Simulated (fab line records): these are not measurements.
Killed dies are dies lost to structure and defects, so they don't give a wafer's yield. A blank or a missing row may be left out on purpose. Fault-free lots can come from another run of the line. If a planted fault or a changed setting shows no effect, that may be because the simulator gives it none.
fab line records ; flow gf180mcu
record: lots: 15; wafers: 45; lastDay: 34
route steps=602 shown V2@406 M3@410
lots with no fault: from the same line, run without faults
startH: hours from the record's first day to the start of the lot's first wafer shown ; waitH: hours from the lot's prior step to this one ; " the same as in the row above ; L1.1+2: a row that stands for several wafers ; - no value, or no start given ; * or withheld: withheld ; < > ~ a bound
route shown NAME@n: a module of which the file shows steps, and the number in the route of the first ; usual: mean and standard deviation over wafers with no fault ; same: alike in all rows ; chamber/n: place in a boat ; sites: each site's reading ; _std_site: how widely they spread, as a standard deviation ; _edge_site: the outer-site mean with the inner-site mean subtracted ; radiusMm: for every site, how far away it sits from the centre of the wafer ; mask NAME#n: copy n ; behind: the tool/chamber that last shaped the wafer ; hold: the reason the lot was held/the length of the hold in hours/how it ended ; device: transistor that didn't switch, given as n, p or np ; end of line: tests of these same wafers at the route's end ; for a step that has no rows: nothing shown but its recipe ; killed: at the first sort, the dies lost to defects and structure; wafer yield is something else ; map: a wafer's dies, x killed, . not, _ none there
set.NAME: the setting as run; set.NAME@STEP: as run at that earlier step ; model.NAME: the simulator's own value behind a step, which no gauge read
one table for each step of the route and one row for each wafer, over a sample of lots
services: the hour from which a tool's chamber was out of use, counted from the record's first day as startH (under 0 if before that day), plus the number of hours and why
== steps ==
step: GF_V2_RS_MEAS_24
recipe: thkMeasGauge: four-point-probe; reads: W_of_V2_CVD_23+TiN_of_V2_SPUTTER_22+Ti_of_V2_SPUTTER_21
usual: V2_W_RS: 0.323/0.0048
lot.wafer;tool;chamber;startH;waitH;V2_W_RS[ohm/sq]
L860.3;filmMetro-01;-;465.18;0.1;0.329
L860.4;filmMetro-01;-;465.18;0.1;0.325
L860.5;filmMetro-01;-;465.18;0.1;0.331
L862.1;filmMetro-03;-;477.00;0.1;0.326
L862.4;filmMetro-03;-;477.00;0.1;0.329
L862.6;filmMetro-03;-;477.00;0.1;0.320
L863.1;filmMetro-03;-;483.86;0.1;0.330
L863.2;filmMetro-03;-;483.86;0.1;0.324
L863.5;filmMetro-03;-;483.86;0.1;0.332
L864.2;filmMetro-04;-;488.53;0.1;0.333
L864.4;filmMetro-04;-;488.53;0.1;0.323
L864.6;filmMetro-04;-;488.53;0.1;0.329
L865.3;filmMetro-01;-;497.87;0.1;0.316
L865.4;filmMetro-01;-;497.87;0.1;0.321
L865.5;filmMetro-01;-;497.87;0.1;0.318
L867.2;filmMetro-03;-;533.78;0.1;0.322
L867.4;filmMetro-03;-;533.78;0.1;0.320
L867.5;filmMetro-03;-;533.78;0.1;0.319
L869.2;filmMetro-04;-;557.10;0.1;0.333
L869.5;filmMetro-04;-;557.10;0.1;0.321
L869.6;filmMetro-04;-;557.10;0.1;0.333
L871.2;filmMetro-04;-;564.18;0.1;0.323
L871.4;filmMetro-04;-;564.18;0.1;0.328
L871.5;filmMetro-04;-;564.18;0.1;0.325
L870.1;filmMetro-04;-;567.42;0.1;0.317
L870.3;filmMetro-04;-;567.42;0.1;0.327
L870.6;filmMetro-04;-;567.42;0.1;0.322
L872.1;filmMetro-01;-;570.80;0.1;0.320
L872.3;filmMetro-01;-;570.80;0.1;0.326
L872.4;filmMetro-01;-;570.80;0.1;0.316
L876.2;filmMetro-04;-;591.02;0.1;0.326
L876.4;filmMetro-04;-;591.02;0.1;0.321
L876.5;filmMetro-04;-;591.02;0.1;0.324
L877.1;filmMetro-03;-;601.59;0.1;0.327
L877.2;filmMetro-03;-;601.59;0.1;0.325
L877.5;filmMetro-03;-;601.59;0.1;0.322
L878.3;filmMetro-01;-;610.76;0.1;0.324
L878.4;filmMetro-01;-;610.76;0.1;0.322
L878.6;filmMetro-01;-;610.76;0.1;0.325
L879.1;filmMetro-01;-;625.20;0.1;0.329
L879.5;filmMetro-01;-;625.20;0.1;0.328
L879.6;filmMetro-01;-;625.20;0.1;0.322
L881.2;filmMetro-01;-;643.42;0.1;0.321
L881.4;filmMetro-01;-;643.42;0.1;0.326
L881.6;filmMetro-01;-;643.42;0.1;0.328
step: GF_V2_THK_MEAS_25
recipe: thkMeasGauge: xrf; reads: W_of_V2_CVD_23
usual: V2_W_THK: 347/5.9
lot.wafer;tool;chamber;startH;waitH;V2_W_THK[nm]
L860.3;filmMetro-01;-;465.28;0.1;337
L860.4;filmMetro-01;-;465.28;0.1;344
L860.5;filmMetro-01;-;465.28;0.1;335
L862.1;filmMetro-03;-;477.12;0.1;339
L862.4;filmMetro-03;-;477.12;0.1;337
L862.6;filmMetro-03;-;477.12;0.1;347
L863.1;filmMetro-03;-;483.98;0.1;336
L863.2;filmMetro-03;-;483.98;0.1;341
L863.5;filmMetro-03;-;483.98;0.1;336
L864.2;filmMetro-04;-;488.64;0.1;344
L864.4;filmMetro-04;-;488.64;0.1;356
L864.6;filmMetro-04;-;488.64;0.1;344
L865.3;filmMetro-01;-;497.97;0.1;355
L865.4;filmMetro-01;-;497.97;0.1;352
L865.5;filmMetro-01;-;497.97;0.1;356
L867.2;filmMetro-03;-;533.89;0.1;345
L867.4;filmMetro-03;-;533.89;0.1;345
L867.5;filmMetro-03;-;533.89;0.1;348
L869.2;filmMetro-04;-;557.21;0.1;339
L869.5;filmMetro-04;-;557.21;0.1;352
L869.6;filmMetro-04;-;557.21;0.1;339
L871.2;filmMetro-04;-;564.29;0.1;351
L871.4;filmMetro-04;-;564.29;0.1;343
L871.5;filmMetro-04;-;564.29;0.1;351
L870.1;filmMetro-04;-;567.54;0.1;358
L870.3;filmMetro-04;-;567.54;0.1;346
L870.6;filmMetro-04;-;567.54;0.1;351
L872.1;filmMetro-01;-;570.92;0.1;348
L872.3;filmMetro-01;-;570.92;0.1;342
L872.4;filmMetro-01;-;570.92;0.1;351
L876.2;filmMetro-04;-;591.13;0.1;350
L876.4;filmMetro-04;-;591.13;0.1;360
L876.5;filmMetro-04;-;591.13;0.1;353
L877.1;filmMetro-03;-;601.71;0.1;339
L877.2;filmMetro-03;-;601.71;0.1;340
L877.5;filmMetro-03;-;601.71;0.1;345
L878.3;filmMetro-01;-;610.86;0.1;341
L878.4;filmMetro-01;-;610.86;0.1;343
L878.6;filmMetro-01;-;610.86;0.1;343
L879.1;filmMetro-01;-;625.32;0.1;344
L879.5;filmMetro-01;-;625.32;0.1;346
L879.6;filmMetro-01;-;625.32;0.1;353
L881.2;filmMetro-01;-;643.53;0.1;357
L881.4;filmMetro-01;-;643.53;0.1;347
L881.6;filmMetro-01;-;643.53;0.1;347
step: GF_M3_SPUTTER_01
recipe: material: TiN; targetThkNm: 30; powerW: 6500; timeS: 25; chamberPressurePa: 0.4
usual: throttleValvePct: 29.9/1.2
lot.wafer;tool;chamber;startH;waitH;throttleValvePct
L860.3;pvdSputter-01;-;465.72;0.1;31.8
L860.4;pvdSputter-01;-;465.72;0.1;30.6
L860.5;pvdSputter-01;-;465.72;0.1;30.5
L862.1;pvdSputter-01;-;477.61;0.1;29.6
L862.4;pvdSputter-01;-;477.61;0.1;28.9
L862.6;pvdSputter-01;-;477.61;0.1;31.7
L863.1;pvdSputter-01;-;484.44;0.1;29.0
L863.2;pvdSputter-01;-;484.44;0.1;30.5
L863.5;pvdSputter-01;-;484.44;0.1;29.0
L864.2;pvdSputter-01;-;489.09;0.1;31.6
L864.4;pvdSputter-01;-;489.09;0.1;28.4
L864.6;pvdSputter-01;-;489.09;0.1;28.8
L865.3;pvdSputter-01;-;498.61;0.1;29.2
L865.4;pvdSputter-01;-;498.61;0.1;30.4
L865.5;pvdSputter-01;-;498.61;0.1;30.6
L867.2;pvdSputter-02;-;534.34;0.1;29.5
L867.4;pvdSputter-02;-;534.34;0.1;28.8
L867.5;pvdSputter-02;-;534.34;0.1;28.2
L869.2;pvdSputter-01;-;557.66;0.1;28.7
L869.5;pvdSputter-01;-;557.66;0.1;30.2
L869.6;pvdSputter-01;-;557.66;0.1;29.5
L871.2;pvdSputter-01;-;564.74;0.1;30.3
L871.4;pvdSputter-01;-;564.74;0.1;31.6
L871.5;pvdSputter-01;-;564.74;0.1;28.7
L870.1;pvdSputter-01;-;568.00;0.1;28.4
L870.3;pvdSputter-01;-;568.00;0.1;30.8
L870.6;pvdSputter-01;-;568.00;0.1;29.5
L872.1;pvdSputter-01;-;571.38;0.1;31.9
L872.3;pvdSputter-01;-;571.38;0.1;30.4
L872.4;pvdSputter-01;-;571.38;0.1;28.6
L876.2;pvdSputter-02;-;591.58;0.1;31.1
L876.4;pvdSputter-02;-;591.58;0.1;28.4
L876.5;pvdSputter-02;-;591.58;0.1;29.0
L877.1;pvdSputter-01;-;602.17;0.1;28.8
L877.2;pvdSputter-01;-;602.17;0.1;31.7
L877.5;pvdSputter-01;-;602.17;0.1;29.3
L878.3;pvdSputter-02;-;611.30;0.1;28.4
L878.4;pvdSputter-02;-;611.30;0.1;29.3
L878.6;pvdSputter-02;-;611.30;0.1;29.4
L879.1;pvdSputter-01;-;625.78;0.1;30.4
L879.5;pvdSputter-01;-;625.78;0.1;30.7
L879.6;pvdSputter-01;-;625.78;0.1;29.2
L881.2;pvdSputter-02;-;643.98;0.1;29.3
L881.4;pvdSputter-02;-;643.98;0.1;29.0
L881.6;pvdSputter-02;-;643.98;0.1;31.1
step: GF_M3_PEB_12
recipe: pebTempC: 135; pebTimeS: 90; resist: KrF
usual: chillPlateTempC: 22.99/0.1; exhaustPa: 45.1/0.95; resistLineTempC: 22.99/0.11
lot.wafer;tool;chamber;startH;waitH;chillPlateTempC;exhaustPa;resistLineTempC
L860.3;lithoTrack-04;0;488.94;-;23.16;45.8;23.05
L860.4;lithoTrack-04;0;488.94;-;23.17;45.2;22.91
L860.5;lithoTrack-04;0;488.94;-;23.17;45.8;22.93
L862.1;lithoTrack-04;0;500.83;-;23.06;44.8;23.05
L862.4;lithoTrack-04;0;500.83;-;23.09;43.7;22.91
L862.6;lithoTrack-04;0;500.83;-;22.97;44.9;23.03
L863.1;lithoTrack-02;0;507.50;-;23.08;45.1;23.08
L863.2;lithoTrack-02;0;507.50;-;22.91;43.1;22.97
L863.5;lithoTrack-02;0;507.50;-;22.96;45.7;22.93
L864.2;lithoTrack-02;0;511.79;-;22.97;44.2;22.95
L864.4;lithoTrack-02;0;511.79;-;22.96;45.3;23.01
L864.6;lithoTrack-02;0;511.79;-;22.88;46.4;22.87
L865.3;lithoTrack-03;0;521.19;-;22.90;44.4;22.95
L865.4;lithoTrack-03;0;521.19;-;22.96;42.7;22.99
L865.5;lithoTrack-03;0;521.19;-;22.97;44.5;22.88
L867.2;lithoTrack-04;0;556.16;-;23.02;45.3;22.83
L867.4;lithoTrack-04;0;556.16;-;22.98;44.6;22.75
L867.5;lithoTrack-04;0;556.16;-;23.00;44.9;22.90
L869.2;lithoTrack-02;-;579.03;-;-;-;-
L869.5;lithoTrack-02;-;579.03;-;-;-;-
L869.6;lithoTrack-02;-;579.03;-;-;-;-
L871.2;lithoTrack-02;-;585.43;-;-;-;-
L871.4;lithoTrack-02;-;585.43;-;-;-;-
L871.5;lithoTrack-02;-;585.43;-;-;-;-
L870.1;lithoTrack-02;-;589.85;-;-;-;-
L870.3;lithoTrack-02;-;589.85;-;-;-;-
L870.6;lithoTrack-02;-;589.85;-;-;-;-
L872.1;lithoTrack-04;0;592.28;-;22.90;45.2;22.97
L872.3;lithoTrack-04;0;592.28;-;22.93;45.1;22.90
L872.4;lithoTrack-04;0;592.28;-;22.98;44.9;22.71
L876.2;lithoTrack-04;0;611.96;-;23.05;44.3;23.04
L876.4;lithoTrack-04;0;611.96;-;23.04;45.8;22.94
L876.5;lithoTrack-04;0;611.96;-;23.07;44.0;22.95
L877.1;lithoTrack-04;0;622.78;-;23.08;45.5;23.05
L877.2;lithoTrack-04;0;622.78;-;22.92;45.7;23.06
L877.5;lithoTrack-04;0;622.78;-;22.90;45.6;23.06
L878.3;lithoTrack-02;0;631.77;-;23.04;44.9;22.85
L878.4;lithoTrack-02;0;631.77;-;23.04;44.9;22.97
L878.6;lithoTrack-02;0;631.77;-;22.96;44.0;23.02
L879.1;lithoTrack-02;0;645.85;-;23.11;44.1;22.92
L879.5;lithoTrack-02;0;645.85;-;23.04;44.9;23.03
L879.6;lithoTrack-02;0;645.85;-;23.04;44.2;23.11
L881.2;lithoTrack-02;0;662.93;-;22.87;44.9;23.09
L881.4;lithoTrack-02;0;662.93;-;23.17;45.5;23.04
L881.6;lithoTrack-02;0;662.93;-;22.85;45.6;23.07
== services ==
tool;chamber;startH;hours;kind
lithoTrack-03;-;450.40;-;consumableReplace:filter
pvdSputter-02;-;497.53;7.3;repair
pvdSputter-02;-;507.07;1.8;repair
== key ==
firstSign: step: GF_M3_PEB_12; reading: toolRecord; direction: missing
effect none on later readings
metAt GF_M3_PEB_12
struckLots L869,L870,L871
laterRowsLeftOut L869.2,L869.5,L869.6,L870.1,L870.3,L870.6,L871.2,L871.4,L871.5
sortLeftOut L869.2,L869.5,L869.6,L870.1,L870.3,L870.6,L871.2,L871.4,L871.5
notActingAt GF_V2_RS_MEAS_24,GF_V2_THK_MEAS_25,GF_M3_SPUTTER_01
onsetBetween 511.79 579.03
fault: kind: skippedStepWhole; tool: lithoTrack-02; chamber: -; onsetH: 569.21; steps: GF_M3_PEB_12; scope: struckLotsOnly
sortLeftOut: the simulated sort isn't trusted on such a fault, so these wafers' sort isn't shown, and their yield isn't known
laterRowsLeftOut: the simulator's readings of these wafers behind a module that went badly wrong aren't trusted and aren't shown, but for the sort
